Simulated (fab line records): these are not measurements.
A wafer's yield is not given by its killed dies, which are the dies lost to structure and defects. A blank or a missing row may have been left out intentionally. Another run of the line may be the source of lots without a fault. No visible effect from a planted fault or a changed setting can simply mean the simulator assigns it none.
Comparing a struck lot with a sound one / flow gf180mcu / 15 steps out of a route of 602
Sound: wafers L771.2, L771.4, L771.6. Struck: wafers L777.1, L777.2, L777.5. Last of all comes the cause.
Order at every step that has rows: each side's tool, ch and its chambers, its first start. Under that, the readings that differ: sound wafers / struck wafers / difference of the means / sigmas: that difference in standard deviations of wafers without a fault.
alike: same words and numbers on both sides, and readings whose means sit less than 2 such deviations apart. not compared: any withheld reading, any reading some wafer has no value for, any bound like >300 that may hide the same value, and any number with overlapping values for which the record gives no deviation.
A row with sigmas, a row that says differs or no value, or rows on one side alone: a step with any of these is where the two part. When numbers do not overlap yet have no deviation, they are printed without sigmas and do not part them. A reading that every wafer of one side lacks parts them only if that side has two wafers or more.

first, 2 steps without rows for these wafers: GF_V4_SPUTTER_22 (material TiN, target thk 10 nm, time 40 s); GF_V4_CVD_23 (deposits W, target thk 350 nm, time 104.9 s).
GF_V4_RS_MEAS_24: the measuring method here is four-point-probe.
  struck on film metro-04, day 27 02:25; sound on film metro-01, day 25 04:29
  alike: V4_W_RS
GF_V4_THK_MEAS_25: measures by xrf.
  struck on film metro-04, day 27 02:32; sound on film metro-01, day 25 04:35
  alike: V4_W_THK
GF_V4_CMP_26: polishes, stops on SiO2, t overpolish 15 s, target thk 0 nm.
  sound on cmp-02 ch 1,2,3, day 25 04:38; struck on cmp-02 ch 0,1,2, day 27 02:41
  alike: motor current A, overpolish run s, time to endpoint s
then, 3 steps without rows for these wafers: GF_MIM_SPUTTER_00 (material Ti, target thk 37.5 nm, time 150 s); GF_MIM_SPUTTER_01 (material TiN, target thk 30 nm, time 25 s); GF_MIM_SPUTTER_02 (material AlCu, target thk 450 nm, time 23.9 s).
GF_MIM_SPUTTER_03: material Ti, target thk 10 nm, time 6.7 s.
  struck on pvd sputter-01, day 27 03:03; sound on pvd sputter-02, day 25 05:06
  alike: substrate temp c, throttle valve pct
GF_MIM_SPUTTER_04: material TiN, target thk 50 nm, time 41.7 s.
  struck on pvd sputter-01, day 27 03:04; sound on pvd sputter-02, day 25 05:07
  alike: throttle valve pct
GF_MIM_CVD_05: deposits Si3N4, target thk 42 nm, time 29.086 s.
  sound on pecvd-01 ch 0,1,2, day 25 05:10; struck on pecvd-03 ch 0,2, day 27 03:07
  alike: heater power w
GF_MIM_THK_MEAS_06:
  struck on film metro-04, day 27 03:08; sound on film metro-04, day 25 05:12
  alike: MIM_CVD_05_THK
GF_MIM_SPUTTER_07: material TiN, target thk 60 nm, time 50 s.
  struck on pvd sputter-02, day 27 03:12; sound on pvd sputter-03, day 25 05:15
reading=model.TiN_of_MIM_SPUTTER_07.thk nm (nm); sound=60.26 59.88 59.93; struck=61.87 61.86 62.53; difference=+2.06; sigmas=
  alike: throttle valve pct
GF_MIM_SPUTTER_08: material AlCu, target thk 200 nm, time 10.6 s.
  struck on pvd sputter-02, day 27 03:15; sound on pvd sputter-03, day 25 05:18
  alike: throttle valve pct
following that, these wafers have no rows for 1 step: GF_PASSIVATION_PROBE_99.

== WHERE THEY PART ==
Nowhere in this record.

WHY: what the simulator had put in
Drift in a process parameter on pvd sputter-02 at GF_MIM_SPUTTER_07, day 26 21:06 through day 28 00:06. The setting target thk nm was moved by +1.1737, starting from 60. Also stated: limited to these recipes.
